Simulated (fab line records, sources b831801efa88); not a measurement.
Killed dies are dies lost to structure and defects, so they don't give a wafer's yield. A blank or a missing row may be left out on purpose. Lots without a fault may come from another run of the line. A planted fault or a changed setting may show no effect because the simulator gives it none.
Which tool did it? | flow sky130 | 24 lots, 72 wafers sampled, at 3 steps of a route of 708

WHAT THE GAUGES READ, wafer by wafer
SKY_VIA1_BOW_MEAS_03. Usual: VIA1_BOW 79 um, standard deviation 7.3.
lot  | measured     | on            | VIA1_BOW (um) | flag
L074 | day 32 13:41 | film_metro-02 | 78 81 87      |
L075 | day 33 07:53 | film_metro-01 | 88 90 75      |
L076 | day 33 08:44 | film_metro-04 | 66 65 86      |
L077 | day 33 23:07 | film_metro-04 | 92 70 66      |
L078 | day 35 05:18 | film_metro-02 | 80 84 93      |
L079 | day 35 05:47 | film_metro-02 | 78 80 77      |
L080 | day 35 06:04 | film_metro-01 | 78 87 74      |
L081 | day 35 07:56 | film_metro-02 | 76 82 79      |
L082 | day 35 13:35 | film_metro-01 | 83 73 85      |
L083 | day 35 21:43 | film_metro-04 | 67 75 83      |
L084 | day 36 10:06 | film_metro-04 | 84 84 82      |
L086 | day 36 18:57 | film_metro-01 | 78 87 81      |
L085 | day 36 21:32 | film_metro-01 | 65 73 72      |
L087 | day 37 05:56 | film_metro-02 | 82 86 75      |
L088 | day 37 07:39 | film_metro-02 | 71 87 85      |
L089 | day 38 03:00 | film_metro-04 | 76 73 85      |
L090 | day 38 11:04 | film_metro-04 | 86 76 83      |
L091 | day 38 15:13 | film_metro-04 | 73 74 68      |
L092 | day 38 19:55 | film_metro-01 | 75 83 65      |
L093 | day 38 21:26 | film_metro-02 | 69 70 76      |
L094 | day 39 05:04 | film_metro-02 | 65 81 83      |
L095 | day 39 12:00 | film_metro-01 | 86 76 79      |
L097 | day 40 13:34 | film_metro-04 | 74 74 94      |
L096 | day 41 16:50 | film_metro-01 | 65 81 79      |

WHICH TOOL RAN EACH LOT (tool, then ch and the chambers of the sampled wafers, then the start)
lot  | SKY_CONTACT_CVD_24            | SKY_METAL1_SPUTTER_04
L074 | cvd_w-01 ch 0,1, day 31 08:04 | pvd_sputter-04, day 31 08:45
L075 | cvd_w-02 ch 0,1, day 32 02:05 | pvd_sputter-03, day 32 02:43
L076 | cvd_w-02 ch 0,1, day 32 05:07 | pvd_sputter-03, day 32 05:47
L077 | cvd_w-01 ch 0,1, day 32 18:29 | pvd_sputter-01, day 32 19:08
L078 | cvd_w-02 ch 0,1, day 34 00:06 | pvd_sputter-03, day 34 00:45
L079 | cvd_w-01 ch 0,1, day 34 01:20 | pvd_sputter-01, day 34 01:59
L080 | cvd_w-02 ch 0,1, day 34 01:38 | pvd_sputter-03, day 34 02:19
L081 | cvd_w-01 ch 0,1, day 34 03:00 | pvd_sputter-01, day 34 03:38
L082 | cvd_w-02 ch 0,1, day 34 08:42 | pvd_sputter-03, day 34 09:21
L083 | cvd_w-02 ch 0, day 34 17:26   | pvd_sputter-03, day 34 18:07
L084 | cvd_w-02 ch 0,1, day 35 05:58 | pvd_sputter-03, day 35 06:38
L086 | cvd_w-02 ch 1, day 35 14:22   | pvd_sputter-01, day 35 15:03
L085 | cvd_w-01 ch 0,1, day 35 17:44 | pvd_sputter-01, day 35 18:25
L087 | cvd_w-02 ch 0,1, day 36 02:06 | pvd_sputter-04, day 36 02:50
L088 | cvd_w-01 ch 1, day 36 03:01   | pvd_sputter-03, day 36 03:41
L089 | cvd_w-01 ch 0,1, day 36 22:18 | pvd_sputter-03, day 36 22:59
L090 | cvd_w-01 ch 0,1, day 37 05:52 | pvd_sputter-03, day 37 06:32
L091 | cvd_w-01 ch 0,1, day 37 11:07 | pvd_sputter-03, day 37 11:48
L092 | cvd_w-02 ch 0,1, day 37 15:56 | pvd_sputter-04, day 37 16:37
L093 | cvd_w-01 ch 0,1, day 37 17:26 | pvd_sputter-03, day 37 18:07
L094 | cvd_w-01 ch 0,1, day 38 01:33 | pvd_sputter-03, day 38 02:14
L095 | cvd_w-01 ch 0,1, day 38 08:10 | pvd_sputter-01, day 38 08:51
L097 | cvd_w-01 ch 0,1, day 39 10:43 | pvd_sputter-01, day 39 11:23
L096 | cvd_w-02 ch 0,1, day 40 14:25 | pvd_sputter-01, day 40 15:05
- SKY_CONTACT_CVD_24: deposits W, target thk 340 nm, time 102.12 s.
- SKY_METAL1_SPUTTER_04: material TiN, target thk 70 nm, time 58.3 s.

WHAT THE TOOLS THEMSELVES READ (means of the sampled wafers that have a number; where no wafer has one, the mark that the record gives instead)
SKY_CONTACT_CVD_24. Usual: heater_power_w 866 W, standard deviation 87.
lot  | tool     | heater_power_w (W) | flag
L074 | cvd_w-01 | 775                |
L075 | cvd_w-02 | 937                |
L076 | cvd_w-02 | 929                |
L077 | cvd_w-01 | 833                |
L078 | cvd_w-02 | 964                |
L079 | cvd_w-01 | 786                |
L080 | cvd_w-02 | 936                |
L081 | cvd_w-01 | 838                |
L082 | cvd_w-02 | 959                |
L083 | cvd_w-02 | 930                |
L084 | cvd_w-02 | 948                |
L086 | cvd_w-02 | 952                |
L085 | cvd_w-01 | 822                |
L087 | cvd_w-02 | 964                |
L088 | cvd_w-01 | 884                |
L089 | cvd_w-01 | 839                |
L090 | cvd_w-01 | 830                |
L091 | cvd_w-01 | 788                |
L092 | cvd_w-02 | 924                |
L093 | cvd_w-01 | 834                |
L094 | cvd_w-01 | 776                |
L095 | cvd_w-01 | 796                |
L097 | cvd_w-01 | 787                |
L096 | cvd_w-02 | 871                |

SKY_METAL1_SPUTTER_04. Usual: chamber_pressure_pa 0.4001 Pa, standard deviation 0.00089; throttle_valve_pct 30.7 %, standard deviation 1.1.
lot  | tool           | chamber_pressure_pa (Pa) | throttle_valve_pct (%) | flag
L074 | pvd_sputter-04 | 0.4004                   | 30.3                   |
L075 | pvd_sputter-03 | 0.3998                   | 29.9                   |
L076 | pvd_sputter-03 | 0.4005                   | 31.5                   |
L077 | pvd_sputter-01 | 0.4002                   | 30.4                   |
L078 | pvd_sputter-03 | 0.4000                   | 31.9                   |
L079 | pvd_sputter-01 | 0.4002                   | 30.0                   |
L080 | pvd_sputter-03 | 0.3998                   | 30.9                   |
L081 | pvd_sputter-01 | 0.3998                   | 30.1                   |
L082 | pvd_sputter-03 | 0.3997                   | 32.6                   |
L083 | pvd_sputter-03 | 0.4006                   | 32.1                   |
L084 | pvd_sputter-03 | 0.3995                   | 31.1                   |
L086 | pvd_sputter-01 | 0.4005                   | 30.1                   |
L085 | pvd_sputter-01 | 0.4000                   | 29.9                   |
L087 | pvd_sputter-04 | 0.3995                   | 30.3                   |
L088 | pvd_sputter-03 | 0.4000                   | 31.4                   |
L089 | pvd_sputter-03 | 0.3993                   | 30.6                   |
L090 | pvd_sputter-03 | 0.4010                   | 30.6                   |
L091 | pvd_sputter-03 | 0.3999                   | 30.7                   |
L092 | pvd_sputter-04 | 0.4002                   | 30.4                   |
L093 | pvd_sputter-03 | 0.4001                   | 31.3                   |
L094 | pvd_sputter-03 | 0.3991                   | 31.7                   |
L095 | pvd_sputter-01 | 0.4001                   | 30.0                   |
L097 | pvd_sputter-01 | 0.3998                   | 30.1                   |
L096 | pvd_sputter-01 | 0.3988                   | 29.9                   |

THE ANSWER, worked out from the rows above alone
Rule: a lot is off if the mean of its wafers that have a number lies more than 3 standard deviations from the usual mean. A lot without any number at a reading at which 4 lots or more have one is off too. The other lots that the step has rows for count as sound. The gauges are gone through in route order, then the tools' own readings, and for those a lot's mean is taken as printed above. The first step at which some lot is off is used, and at that step the reading that is off furthest; a lot without a number counts as furthest.
No lot is off at any reading shown: from this, nothing can be told.

WHAT THE SIMULATOR HAD PUT IN
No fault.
